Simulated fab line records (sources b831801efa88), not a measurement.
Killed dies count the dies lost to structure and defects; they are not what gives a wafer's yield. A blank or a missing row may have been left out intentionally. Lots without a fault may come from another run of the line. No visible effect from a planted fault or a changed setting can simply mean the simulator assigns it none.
2 desks looking at one fault | flow gf180mcu | each desk holds nothing but its own numbers, with what lay behind them at the end

## FOR THE TOOL OWNER'S DESK: litho track-01
Per lot that ran on this tool, the mean of the sampled wafers carrying a number, from the tool's own readings at GF_M5_SOFTBAKE_03 (time 60 s). Marked OUT: a lot whose mean sits more than 4 standard deviations from the usual mean, which makes it out of limits; the brackets give that distance.
Columns: A = heater power total W at GF_M5_SOFTBAKE_03, usual 93.05 W; B = plate temp C at GF_M5_SOFTBAKE_03, usual 129.99 C
lot  | first seen here | A               | B
L701 | day 26 10:24    | 93.07           | 129.87
L708 | day 28 16:36    | 88.70 (-74) OUT | 125.42 (-30) OUT
L710 | day 29 08:07    | 88.67 (-74) OUT | 125.25 (-32) OUT
This desk's finding: out of limits on L708, L710; first on L708, day 28 16:36 (heater power total W at GF_M5_SOFTBAKE_03). L701 stayed within limits.

## THE METROLOGY DESK
What the gauges read, lot by lot, whatever tool the lot ran on: means of the sampled wafers that have a number. Marked OUT: a lot whose mean sits more than 4 standard deviations from the usual mean, which makes it out of limits; the brackets give that distance.
Columns: A = cd nm at GF_M5_CD_MEAS_07, usual 280.3 nm
lot  | first seen here | A
L699 | day 26 00:34    | 279.6
L700 | day 26 19:48    | 281.4
L701 | day 26 20:25    | 279.9
L702 | day 27 12:55    | 280.6
L708 | day 29 02:27    | 290.9 (+8.2) OUT
L710 | day 29 18:02    | 290.8 (+8.1) OUT
L711 | day 30 00:18    | 280.1
L712 | day 30 06:24    | 280.2
L713 | day 30 13:02    | 280.9
L715 | day 31 02:18    | 279.1
L716 | day 31 06:18    | 280.2
L720 | day 32 09:05    | 279.2
L722 | day 32 22:30    | 279.4
This desk's finding: out of limits on L708, L710; first on L708, day 29 02:27 (cd nm at GF_M5_CD_MEAS_07). L699, L700, L701, L702, L711, L712, L713, L715, L716, L720, L722 stayed within limits.

## PUT TOGETHER
The tool owner's desk had the chance to raise an alarm at day 28 16:36 on L708, L710.
At day 29 02:27 the metrology desk could have sounded an alarm, on L708, L710.
On litho track-01, each named lot ran GF_M5_SOFTBAKE_03.

## WHAT THE SIMULATOR HAD INSERTED
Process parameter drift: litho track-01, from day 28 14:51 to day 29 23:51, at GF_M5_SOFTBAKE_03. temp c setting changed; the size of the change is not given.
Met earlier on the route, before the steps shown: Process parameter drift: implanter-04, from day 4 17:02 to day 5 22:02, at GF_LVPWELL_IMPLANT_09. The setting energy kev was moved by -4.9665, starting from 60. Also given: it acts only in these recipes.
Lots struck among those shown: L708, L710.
Hours from the fault's start to each desk's first reading out of limits: the tool owner's desk, 2; the metrology desk, 12.
